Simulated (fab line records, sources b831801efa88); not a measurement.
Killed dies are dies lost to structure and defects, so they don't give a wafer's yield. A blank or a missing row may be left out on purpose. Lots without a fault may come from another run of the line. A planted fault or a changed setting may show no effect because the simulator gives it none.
Which tool did it? | flow sky130 | 13 lots, 39 wafers sampled, at 4 steps of a route of 708

WHAT THE GAUGES READ, wafer by wafer
SKY_VT_ADJUST_HVTR_CD_MEAS_07: target cd 380 nm. Usual: cd_nm 380.4 nm, standard deviation 2.
lot  | measured     | on        | cd_nm (nm)        | flag
L723 | day 10 09:31 | cd_sem-02 | 382.3 381.1 382.7 |
L725 | day 10 20:35 | cd_sem-02 | 380.2 381.0 381.0 |
L726 | day 11 01:15 | cd_sem-02 | 380.8 380.5 380.4 |
L727 | day 11 03:14 | cd_sem-02 | 383.0 380.7 381.0 |
L731 | day 12 06:55 | cd_sem-01 | 385.6 383.8 384.2 |
L732 | day 12 12:43 | cd_sem-01 | 381.4 380.1 381.0 |
L738 | day 14 03:05 | cd_sem-02 | 379.6 381.2 381.4 |
L740 | day 14 15:31 | cd_sem-02 | 380.1 380.7 379.7 |
L742 | day 15 08:23 | cd_sem-02 | 377.3 379.2 378.4 |
L743 | day 15 17:29 | cd_sem-01 | 381.0 382.4 380.5 |
L744 | day 16 04:43 | cd_sem-01 | 378.1 377.5 375.2 |
L745 | day 16 05:59 | cd_sem-02 | 378.2 380.3 377.5 |
L746 | day 16 15:04 | cd_sem-01 | 379.1 380.0 379.6 |

SKY_VT_ADJUST_HVTR_OVL_MEAS_08. Usual: VT_ADJUST_HVTR_OVL 0.2 nm, standard deviation 1.3.
lot  | measured     | on         | VT_ADJUST_HVTR_OVL (nm) | flag
L723 | day 10 09:36 | overlay-01 | 0.0 -0.2 1.0            |
L725 | day 10 20:39 | overlay-02 | 2.5 1.0 0.7             |
L726 | day 11 01:22 | overlay-02 | 0.9 0.9 2.0             |
L727 | day 11 03:20 | overlay-01 | -2.1 -2.1 -1.0          |
L731 | day 12 07:02 | overlay-01 | 0.2 -0.8 -0.2           |
L732 | day 12 12:50 | overlay-02 | 0.3 1.0 1.2             |
L738 | day 14 03:11 | overlay-02 | 0.8 -0.2 2.9            |
L740 | day 14 15:38 | overlay-01 | -0.3 0.3 -0.4           |
L742 | day 15 08:29 | overlay-02 | 3.2 1.8 1.6             |
L743 | day 15 17:35 | overlay-01 | 1.6 0.8 1.1             |
L744 | day 16 04:49 | overlay-02 | 2.8 1.5 0.7             |
L745 | day 16 06:04 | overlay-01 | 0.5 0.7 2.8             |
L746 | day 16 15:11 | overlay-01 | -1.6 -0.9 0.1           |

SKY_LDD_P_OVL_MEAS_08. Usual: LDD_P_OVL 0.5 nm, standard deviation 1.3.
lot  | measured     | on         | LDD_P_OVL (nm) | flag
L723 | day 19 23:40 | overlay-01 | 0.1 0.3 1.5    |
L725 | day 20 20:04 | overlay-02 | -1.0 -1.4 -0.7 |
L726 | day 20 22:04 | overlay-02 | -0.7 0.1 -0.7  |
L727 | day 21 04:38 | overlay-01 | 1.3 2.3 0.8    |
L731 | day 22 14:43 | overlay-02 | -1.1 0.1 1.2   |
L732 | day 22 22:23 | overlay-02 | 0.3 0.0 1.5    |
L738 | day 24 18:07 | overlay-02 | -0.5 3.0 1.5   |
L740 | day 25 06:58 | overlay-02 | 1.5 -1.5 -1.0  |
L742 | day 26 02:01 | overlay-02 | 1.2 2.0 1.7    |
L743 | day 26 07:53 | overlay-01 | 1.0 -0.2 0.6   |
L744 | day 26 23:28 | overlay-01 | 2.6 1.0 1.1    |
L745 | day 27 03:50 | overlay-01 | -0.2 0.4 0.1   |
L746 | day 27 07:07 | overlay-02 | -0.7 -0.6 0.0  |

WHICH TOOL RAN EACH LOT (tool, then ch and the chambers of the sampled wafers, then the start)
lot  | SKY_POLY_GATE_STRIP_18
L723 | plasma_asher-01 ch 0,1, day 17 06:58
L725 | plasma_asher-02 ch 0,1, day 18 02:46
L726 | plasma_asher-03 ch 0,1, day 18 05:13
L727 | plasma_asher-02 ch 0,1, day 18 10:05
L731 | plasma_asher-02 ch 0,1, day 19 21:49
L732 | plasma_asher-03 ch 0, day 20 03:20
L738 | plasma_asher-01 ch 0,1, day 22 02:43
L740 | plasma_asher-02 ch 0,1, day 22 17:25
L742 | plasma_asher-01 ch 0,1, day 23 11:23
L743 | plasma_asher-03 ch 0,1, day 23 18:28
L744 | plasma_asher-01 ch 0,1, day 24 11:20
L745 | plasma_asher-01 ch 0,1, day 24 14:31
L746 | plasma_asher-02 ch 1, day 24 19:10
- SKY_POLY_GATE_STRIP_18: strips in O2/N2.

WHAT THE TOOLS THEMSELVES READ (means of the sampled wafers that have a number; where no wafer has one, the mark that the record gives instead)
SKY_POLY_GATE_STRIP_18. Usual: chamber_pressure_mTorr 1500.0 mTorr, standard deviation 1.4; drypump_motor_current_A 5.6 A, standard deviation 0.6; oes_product_au 0.361 a.u., standard deviation 0.005; strip_time_to_endpoint_s 3.16 s, standard deviation 0.049.
lot  | tool            | chamber_pressure_mTorr (mTorr) | drypump_motor_current_A (A) | oes_product_au (a.u.) | strip_time_to_endpoint_s (s) | flag
L723 | plasma_asher-01 | 1499.4                         | 5.9                         | 0.359                 | 3.14                         |
L725 | plasma_asher-02 | 1499.5                         | 5.1                         | 0.362                 | 3.19                         |
L726 | plasma_asher-03 | 1499.2                         | 5.8                         | 0.360                 | 3.16                         |
L727 | plasma_asher-02 | 1500.3                         | 5.1                         | 0.355                 | 3.13                         |
L731 | plasma_asher-02 | 1499.8                         | 5.2                         | 0.358                 | 3.17                         |
L732 | plasma_asher-03 | 1500.0                         | 4.9                         | 0.364                 | 3.20                         |
L738 | plasma_asher-01 | -                              | -                           | -                     | -                            | OFF
L740 | plasma_asher-02 | -                              | -                           | -                     | -                            | OFF
L742 | plasma_asher-01 | 1499.3                         | 6.1                         | 0.359                 | 3.18                         |
L743 | plasma_asher-03 | 1501.2                         | 5.9                         | 0.368                 | 3.22                         |
L744 | plasma_asher-01 | 1499.9                         | 6.1                         | 0.363                 | 3.18                         |
L745 | plasma_asher-01 | 1498.9                         | 5.9                         | 0.357                 | 3.10                         |
L746 | plasma_asher-02 | 1499.3                         | 5.4                         | 0.359                 | 3.16                         |

THE ANSWER, worked out from the rows above alone
Rule: a lot is off if the mean of its wafers that have a number lies more than 3 standard deviations from the usual mean. A lot without any number at a reading at which 4 lots or more have one is off too. The other lots that the step has rows for count as sound. The gauges are gone through in route order, then the tools' own readings, and for those a lot's mean is taken as printed above. The first step at which some lot is off is used, and at that step the reading that is off furthest; a lot without a number counts as furthest.
Off: L738, L740, at SKY_POLY_GATE_STRIP_18 (chamber_pressure_mTorr). Without a number there: L738, L740.
A tool fits if, at that step or a process step before it, it ran every lot that is off, and no sound lot after the first of them. None of those tried fits.

WHAT THE SIMULATOR HAD PUT IN
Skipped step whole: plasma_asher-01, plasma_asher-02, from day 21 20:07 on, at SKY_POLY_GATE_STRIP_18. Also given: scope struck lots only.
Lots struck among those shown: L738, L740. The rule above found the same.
